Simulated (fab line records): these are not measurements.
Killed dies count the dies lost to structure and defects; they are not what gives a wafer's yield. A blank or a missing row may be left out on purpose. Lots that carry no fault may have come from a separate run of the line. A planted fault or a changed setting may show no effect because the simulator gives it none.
fab line records + flow gf180mcu
record:
- lots: 14
- wafers: 42
- last-day: 34
route steps=602 shown V3@433
lots that met no fault: taken from a fault-free run of the same line
start-h: hours from the record's opening day to when the first of the lot's shown wafers began + wait-h: hours since the lot's step before + " identical to the entry in the row above + L1.1+2: a single row standing in for several wafers + - no value, or no start was given + * or withheld: withheld + < > ~ a bound
route shown NAME@n: names a module that has steps shown in the file, with the first one's number in the route + usual: mean/standard deviation of fault-free wafers + same: alike in all rows + chamber/n: place in a boat + sites: the reading at each site + _std_site: the standard deviation of these + _edge_site: outer sites' mean less inner sites' + radius-mm: for every site, how far away it sits from the centre of the wafer + mask NAME#n: copy n + behind: the tool/chamber that last shaped the wafer + hold: the reason the lot was held/the length of the hold in hours/how it ended + device: the transistor (n, p or np) that didn't switch + end of line: tests of these same wafers at the route's end + where a step has no rows: the recipe by itself + killed: count of dies lost to structure and defects at first sort (not the wafer's yield) + map: a wafer's dies, marking killed ones x, the rest . and places with no die _
set.NAME: the setting that was run; set.NAME@STEP: the one run at that earlier step + model.NAME: the simulator's own value behind a step, which no gauge read
one table for each step of the route and one row for each wafer, over a sample of lots
services: when a tool's chamber went out of use (start-h, in hours from the record's first day, below 0 if earlier), for how many hours, and the reason
== steps ==
step: GF_V3_CMP_04
recipe:
- material: SiO2
- down-force-psi: 4
- platen-rpm: 60
- pad-velocity-m-s: 0.94248
usual:
- motor-current-A: 12.5/0.99
- platen-rpm: 60.00/0.038
- retaining-ring-pressure-frac: 1.000/0.0049
- time-to-endpoint-s: 81/6.8
| lot.wafer | tool   | chamber | start-h | wait-h | motor-current-A | platen-rpm | retaining-ring-pressure-frac | time-to-endpoint-s |
|-----------|--------|---------|---------|--------|-----------------|------------|------------------------------|--------------------|
| L234.1    | cmp-02 | 3       | 496.11  | 0.4    | 11.8            | 60.00      | 0.997                        | 72                 |
| L234.6    | "      | 1       | "       | "      | 14.0            | 59.97      | 0.999                        | 87                 |
| L234.5    | "      | 2       | "       | "      | 12.8            | 59.91      | 0.994                        | 90                 |
| L235.2    | cmp-02 | 1       | 501.75  | 0.0    | 13.4            | 60.05      | 1.003                        | 86                 |
| L235.4    | "      | 0       | "       | "      | 10.8            | 59.96      | 1.006                        | 86                 |
| L235.5    | "      | 1       | "       | "      | 13.6            | 60.05      | 1.005                        | 87                 |
| L237.2    | cmp-01 | 2       | 517.11  | 0.1    | 13.3            | 59.95      | 1.000                        | 78                 |
| L237.1    | "      | 3       | "       | "      | 13.0            | 60.04      | 0.994                        | 81                 |
| L237.6    | "      | 1       | "       | "      | 11.6            | 60.02      | 0.997                        | 95                 |
| L239.4    | cmp-02 | 0       | 537.00  | 0.3    | 11.2            | 59.94      | 0.996                        | 77                 |
| L239.6    | "      | 1       | "       | "      | 13.3            | 59.97      | 0.997                        | 89                 |
| L239.5    | "      | 2       | "       | "      | 11.6            | 59.98      | 0.993                        | 90                 |
| L238.2    | cmp-02 | 3       | 540.99  | 0.0    | 12.6            | 60.06      | 0.997                        | 79                 |
| L238.1    | "      | 0       | "       | "      | 11.7            | 59.97      | 1.007                        | 68                 |
| L238.3    | "      | 2       | "       | "      | 11.8            | 59.96      | 0.992                        | 79                 |
| L240.4    | cmp-02 | 2       | 543.96  | 0.3    | 11.9            | 59.99      | 1.002                        | 86                 |
| L240.2    | "      | 3       | "       | "      | 11.7            | 60.05      | 1.004                        | 70                 |
| L240.5    | "      | 1       | "       | "      | 14.1            | 59.98      | 1.008                        | 80                 |
| L241.3    | cmp-01 | 1       | 556.67  | 0.0    | 11.4            | 59.99      | 0.999                        | 90                 |
| L241.2    | "      | 0       | "       | "      | 13.0            | 60.00      | 0.999                        | 82                 |
| L241.6    | "      | 2       | "       | "      | 12.8            | 60.09      | 0.999                        | 81                 |
| L249.4    | cmp-01 | 3       | 624.17  | 0.0    | 12.9            | 59.96      | 0.998                        | 79                 |
| L249.2    | "      | 0       | "       | "      | 13.9            | 60.03      | 1.000                        | 73                 |
| L249.5    | "      | 0       | "       | "      | 13.4            | 60.04      | 0.998                        | 79                 |
| L250.2    | cmp-01 | 3       | 625.93  | 0.1    | 12.9            | 60.02      | 0.997                        | 73                 |
| L250.6    | "      | 2       | "       | "      | 12.9            | 60.00      | 0.990                        | 82                 |
| L250.5    | "      | 3       | "       | "      | 13.3            | 59.99      | 1.009                        | 79                 |
| L251.2    | cmp-01 | 0       | 634.71  | 0.0    | 13.4            | 59.98      | 0.994                        | 74                 |
| L251.4    | "      | 1       | "       | "      | 11.3            | 60.10      | 1.004                        | 87                 |
| L251.6    | "      | 0       | "       | "      | 13.2            | 59.98      | 1.005                        | 86                 |
| L253.4    | cmp-01 | 0       | 647.76  | 0.1    | 14.3            | 60.00      | 0.998                        | 79                 |
| L253.5    | "      | 3       | "       | "      | 12.5            | 59.96      | 1.010                        | 77                 |
| L253.6    | "      | 0       | "       | "      | 13.8            | 59.99      | 1.000                        | 84                 |
| L255.2    | cmp-01 | 3       | 658.68  | 0.1    | 13.0            | 60.02      | 0.995                        | 80                 |
| L255.4    | "      | 0       | "       | "      | 13.4            | 60.01      | 1.003                        | 82                 |
| L255.3    | "      | 1       | "       | "      | 11.5            | 60.03      | 0.997                        | 93                 |
| L256.2    | cmp-01 | 1       | 666.69  | 0.1    | 11.4            | 59.95      | 0.999                        | 94                 |
| L256.4    | "      | 2       | "       | "      | 13.1            | 59.96      | 0.996                        | 82                 |
| L256.6    | "      | 0       | "       | "      | 14.4            | 59.97      | 1.003                        | 83                 |
| L257.2    | cmp-02 | 1       | 669.83  | 0.2    | 13.6            | 60.00      | 0.997                        | 95                 |
| L257.6    | "      | 2       | "       | "      | 12.4            | 59.98      | 0.996                        | 96                 |
| L257.5    | "      | 3       | "       | "      | 12.0            | 60.00      | 1.001                        | 81                 |
step: GF_V3_BOW_MEAS_05
recipe:
- mode: bow
usual:
- V3_BOW: 115/8.8
| lot.wafer | tool          | chamber | start-h | wait-h | V3_BOW[um] |
|-----------|---------------|---------|---------|--------|------------|
| L234.1    | film-metro-03 | -       | 496.31  | 0.1    | 104        |
| L234.5    | "             | -       | "       | "      | 102        |
| L234.6    | "             | -       | "       | "      | 108        |
| L235.2    | film-metro-03 | -       | 502.07  | 0.3    | 119        |
| L235.4    | "             | -       | "       | "      | 114        |
| L235.5    | "             | -       | "       | "      | 122        |
| L237.1    | film-metro-04 | -       | 517.31  | 0.1    | 114        |
| L237.2    | "             | -       | "       | "      | 120        |
| L237.6    | "             | -       | "       | "      | 122        |
| L239.4    | film-metro-01 | -       | 537.30  | 0.3    | 116        |
| L239.5    | "             | -       | "       | "      | 119        |
| L239.6    | "             | -       | "       | "      | 131        |
| L238.1    | film-metro-04 | -       | 541.29  | 0.2    | 120        |
| L238.2    | "             | -       | "       | "      | 107        |
| L238.3    | "             | -       | "       | "      | 114        |
| L240.2    | film-metro-01 | -       | 544.18  | 0.1    | 112        |
| L240.4    | "             | -       | "       | "      | 105        |
| L240.5    | "             | -       | "       | "      | 107        |
| L241.2    | film-metro-03 | -       | 556.99  | 0.1    | 105        |
| L241.3    | "             | -       | "       | "      | 101        |
| L241.6    | "             | -       | "       | "      | 101        |
| L249.2    | film-metro-03 | -       | 624.49  | 0.2    | 131        |
| L249.4    | "             | -       | "       | "      | 133        |
| L249.5    | "             | -       | "       | "      | 126        |
| L250.2    | film-metro-01 | -       | 626.20  | 0.2    | 118        |
| L250.5    | "             | -       | "       | "      | 110        |
| L250.6    | "             | -       | "       | "      | 100        |
| L251.2    | film-metro-01 | -       | 635.03  | 0.3    | 117        |
| L251.4    | "             | -       | "       | "      | 117        |
| L251.6    | "             | -       | "       | "      | 124        |
| L253.4    | film-metro-03 | -       | 648.07  | 0.3    | 103        |
| L253.5    | "             | -       | "       | "      | 125        |
| L253.6    | "             | -       | "       | "      | 113        |
| L255.2    | film-metro-01 | -       | 658.95  | 0.2    | 107        |
| L255.3    | "             | -       | "       | "      | 116        |
| L255.4    | "             | -       | "       | "      | 108        |
| L256.2    | film-metro-01 | -       | 666.96  | 0.2    | 121        |
| L256.4    | "             | -       | "       | "      | 125        |
| L256.6    | "             | -       | "       | "      | 127        |
| L257.2    | film-metro-03 | -       | 670.00  | 0.1    | 122        |
| L257.5    | "             | -       | "       | "      | 109        |
| L257.6    | "             | -       | "       | "      | 108        |
step: GF_V3_THK_MEAS_25
recipe:
- thk-meas-gauge: xrf
- reads: W_of_V3_CVD_23
usual:
- V3_W_THK: 355/6.2
| lot.wafer | tool          | chamber | start-h | wait-h | V3_W_THK[nm] |
|-----------|---------------|---------|---------|--------|--------------|
| L234.1    | film-metro-01 | -       | 520.87  | 0.1    | 360          |
| L234.5    | "             | -       | "       | "      | 360          |
| L234.6    | "             | -       | "       | "      | 352          |
| L235.2    | film-metro-04 | -       | 526.92  | 0.1    | 358          |
| L235.4    | "             | -       | "       | "      | 362          |
| L235.5    | "             | -       | "       | "      | 352          |
| L237.1    | film-metro-01 | -       | 541.60  | 0.1    | 350          |
| L237.2    | "             | -       | "       | "      | 362          |
| L237.6    | "             | -       | "       | "      | 350          |
| L239.4    | film-metro-03 | -       | 560.94  | 0.1    | 356          |
| L239.5    | "             | -       | "       | "      | 352          |
| L239.6    | "             | -       | "       | "      | 347          |
| L238.1    | film-metro-01 | -       | 564.86  | 0.1    | 348          |
| L238.2    | "             | -       | "       | "      | 357          |
| L238.3    | "             | -       | "       | "      | 363          |
| L240.2    | film-metro-03 | -       | 567.51  | 0.1    | 354          |
| L240.4    | "             | -       | "       | "      | 347          |
| L240.5    | "             | -       | "       | "      | 346          |
| L241.2    | film-metro-01 | -       | 580.19  | 0.1    | 346          |
| L241.3    | "             | -       | "       | "      | 353          |
| L241.6    | "             | -       | "       | "      | 349          |
| L249.2    | film-metro-01 | -       | 645.87  | 0.1    | 357          |
| L249.4    | "             | -       | "       | "      | 351          |
| L249.5    | "             | -       | "       | "      | 349          |
| L250.2    | film-metro-03 | -       | 647.64  | 0.1    | 355          |
| L250.5    | "             | -       | "       | "      | 346          |
| L250.6    | "             | -       | "       | "      | 353          |
| L251.2    | film-metro-04 | -       | 656.39  | 0.1    | 363          |
| L251.4    | "             | -       | "       | "      | 363          |
| L251.6    | "             | -       | "       | "      | 363          |
| L253.4    | film-metro-04 | -       | 668.64  | 0.1    | 361          |
| L253.5    | "             | -       | "       | "      | 353          |
| L253.6    | "             | -       | "       | "      | 364          |
| L255.2    | film-metro-04 | -       | 679.72  | 0.1    | 350          |
| L255.3    | "             | -       | "       | "      | 361          |
| L255.4    | "             | -       | "       | "      | 349          |
| L256.2    | film-metro-03 | -       | 687.53  | 0.1    | 362          |
| L256.4    | "             | -       | "       | "      | 365          |
| L256.6    | "             | -       | "       | "      | 357          |
| L257.2    | film-metro-01 | -       | 690.39  | 0.1    | 351          |
| L257.5    | "             | -       | "       | "      | 346          |
| L257.6    | "             | -       | "       | "      | 369          |
step: GF_V3_CMP_26
recipe:
- stop-on: SiO2
- down-force-psi: 3.5
- platen-rpm: 60
- t-overpolish-s: 15
- target-thk-nm: 0
- pad-velocity-m-s: 0.94248
usual:
- motor-current-A: 11.5/0.95
- overpolish-run-s: 15.001/0.0089
- platen-rpm: 60.00/0.039
- retaining-ring-pressure-frac: 1.000/0.0053
- time-to-endpoint-s: 84/4.6
| lot.wafer | tool   | chamber | start-h | wait-h | motor-current-A | overpolish-run-s | platen-rpm | retaining-ring-pressure-frac | time-to-endpoint-s |
|-----------|--------|---------|---------|--------|-----------------|------------------|------------|------------------------------|--------------------|
| L234.1    | cmp-01 | 2       | 520.93  | 0.1    | 12.5            | 14.992           | 59.99      | 0.997                        | 87                 |
| L234.5    | "      | 2       | "       | "      | 12.0            | 14.990           | 59.96      | 1.002                        | 83                 |
| L234.6    | "      | 3       | "       | "      | 12.2            | 15.016           | 59.95      | 1.000                        | 81                 |
| L235.2    | cmp-02 | 0       | 527.07  | 0.1    | 10.2            | 15.011           | 59.98      | 1.003                        | 79                 |
| L235.4    | "      | 1       | "       | "      | 13.0            | 14.997           | 60.00      | 1.001                        | 85                 |
| L235.5    | "      | 3       | "       | "      | 11.6            | 14.992           | 60.00      | 0.997                        | 76                 |
| L237.1    | cmp-02 | 0       | 541.71  | 0.1    | 9.9             | 14.992           | 59.99      | 0.992                        | 78                 |
| L237.2    | "      | 1       | "       | "      | 12.4            | 14.985           | 60.01      | 0.990                        | 89                 |
| L237.6    | "      | 0       | "       | "      | 10.2            | 14.992           | 60.04      | 1.002                        | 78                 |
| L239.4    | cmp-01 | 1       | 561.07  | 0.1    | 10.0            | 15.004           | 59.95      | 1.001                        | 91                 |
| L239.5    | "      | 3       | "       | "      | 12.3            | 15.022           | 59.97      | 1.008                        | 80                 |
| L239.6    | "      | 0       | "       | "      | 13.0            | 15.021           | 60.02      | 1.005                        | 79                 |
| L238.3    | cmp-01 | 3       | 564.97  | 0.1    | 12.2            | 14.984           | 60.00      | 1.003                        | 84                 |
| L238.2    | "      | 0       | "       | "      | 12.8            | 15.004           | 60.07      | 1.002                        | 81                 |
| L238.1    | "      | 1       | "       | "      | 10.4            | 15.001           | 60.04      | 1.003                        | 90                 |
| L240.2    | cmp-01 | 3       | 567.66  | 0.1    | 12.3            | 15.001           | 60.01      | 0.992                        | 83                 |
| L240.4    | "      | 0       | "       | "      | 12.6            | 14.999           | 60.03      | 1.005                        | 81                 |
| L240.5    | "      | 1       | "       | "      | 9.7             | 0.040            | 60.00      | 1.001                        | 127                |
| L241.2    | cmp-01 | 3       | 580.29  | 0.1    | 12.2            | 15.002           | 60.00      | 1.001                        | 77                 |
| L241.3    | "      | 1       | "       | "      | 10.5            | 0.044            | 59.97      | 0.987                        | 129                |
| L241.6    | "      | 3       | "       | "      | 12.0            | 0.037            | 59.99      | 1.016                        | 128                |
| L249.4    | cmp-02 | 1       | 645.97  | 0.1    | 12.7            | 15.005           | 60.02      | 1.007                        | 90                 |
| L249.2    | "      | 3       | "       | "      | 11.5            | 15.012           | 59.99      | 0.992                        | 87                 |
| L249.5    | "      | 1       | "       | "      | 12.9            | 14.990           | 59.96      | 1.003                        | 88                 |
| L250.2    | cmp-02 | 0       | 647.74  | 0.1    | 10.4            | 15.001           | 60.03      | 1.005                        | 82                 |
| L250.5    | "      | 3       | "       | "      | 11.1            | 15.008           | 60.00      | 1.001                        | 82                 |
| L250.6    | "      | 0       | "       | "      | 10.5            | 15.010           | 60.03      | 1.006                        | 82                 |
| L251.4    | cmp-01 | 2       | 656.49  | 0.1    | 12.3            | 14.986           | 60.03      | 0.995                        | 84                 |
| L251.2    | "      | 0       | "       | "      | 12.6            | 15.010           | 59.93      | 1.005                        | 85                 |
| L251.6    | "      | 2       | "       | "      | 12.9            | 15.021           | 60.05      | 0.995                        | 84                 |
| L253.4    | cmp-01 | 0       | 668.77  | 0.1    | 13.0            | 14.998           | 60.00      | 1.002                        | 87                 |
| L253.5    | "      | 2       | "       | "      | 12.5            | 15.006           | 59.99      | 0.991                        | 83                 |
| L253.6    | "      | 3       | "       | "      | 12.1            | 15.004           | 60.02      | 1.001                        | 88                 |
| L255.3    | cmp-01 | 0       | 679.77  | 0.0    | 12.2            | 15.004           | 59.95      | 1.006                        | 88                 |
| L255.2    | "      | 1       | "       | "      | 10.3            | 15.000           | 60.05      | 0.997                        | 95                 |
| L255.4    | "      | 3       | "       | "      | 12.6            | 15.003           | 59.97      | 1.005                        | 85                 |
| L256.2    | cmp-02 | 2       | 687.68  | 0.1    | 10.4            | 15.021           | 59.94      | 0.999                        | 86                 |
| L256.4    | "      | 3       | "       | "      | 11.9            | 15.003           | 60.09      | 0.995                        | 84                 |
| L256.6    | "      | 1       | "       | "      | 13.0            | 15.006           | 59.93      | 1.005                        | 84                 |
| L257.2    | cmp-02 | 1       | 690.54  | 0.1    | 12.7            | 15.004           | 60.02      | 0.999                        | 89                 |
| L257.5    | "      | 3       | "       | "      | 11.5            | 15.008           | 60.01      | 1.004                        | 77                 |
| L257.6    | "      | 0       | "       | "      | 9.9             | 14.998           | 59.98      | 0.997                        | 80                 |
== services ==
| tool   | chamber | start-h | hours | kind                           |
|--------|---------|---------|-------|--------------------------------|
| cmp-02 | -       | 472.94  | 1.6   | repair                         |
| cmp-02 | -       | 474.46  | 0.3   | repair                         |
| cmp-01 | -       | 493.89  | 2.8   | repair                         |
| cmp-02 | -       | 508.88  | 1.1   | repair                         |
| cmp-02 | -       | 511.63  | 1.4   | repair                         |
| cmp-01 | -       | 518.21  | 0.6   | repair                         |
| cmp-01 | -       | 521.71  | 34.0  | repair                         |
| cmp-01 | -       | 529.22  | 1.2   | repair                         |
| cmp-01 | -       | 572.00  | 4.0   | pm                             |
| cmp-02 | -       | 572.63  | 1.8   | repair                         |
| cmp-01 | -       | 576.00  | -     | consumable-replace:conditioner |
| cmp-01 | -       | 576.00  | -     | consumable-replace:pad         |
| cmp-02 | -       | 630.34  | 0.5   | repair                         |
== key ==
first-sign:
- step: GF_V3_CMP_26
- reading: overpolish-run-s
- direction: down
- sigmas: 99+
- usual: 15.001
- struck: 0.040
effect:
- step: GF_V3_CMP_26
- reading: time-to-endpoint-s
- direction: up
- sigmas: 9.4
- usual: *
- struck: *
met-at GF_V3_CMP_26
struck-lots L240,L241
struck-wafers L240.5,L241.3,L241.6
later-rows-left-out L240.5,L241.3,L241.6
sort-left-out L240.5,L241.3,L241.6
not-acting-at GF_V3_CMP_04,GF_V3_BOW_MEAS_05,GF_V3_THK_MEAS_25
onset-between 564.97 567.66
fault:
- kind: process-parameter-drift
- tool: cmp-01
- chamber: -
- onset-h: 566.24
- steps: GF_V3_CMP_26
- channel: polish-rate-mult
- offset: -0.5
- shape: step
- end-h: 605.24
- scope: struck-wafers-only
sort-left-out: the simulated sort isn't trusted on such a fault, so these wafers' sort isn't shown, and their yield isn't known
later-rows-left-out: the simulator's readings of these wafers behind a module that went badly wrong aren't trusted and aren't shown, but for the sort
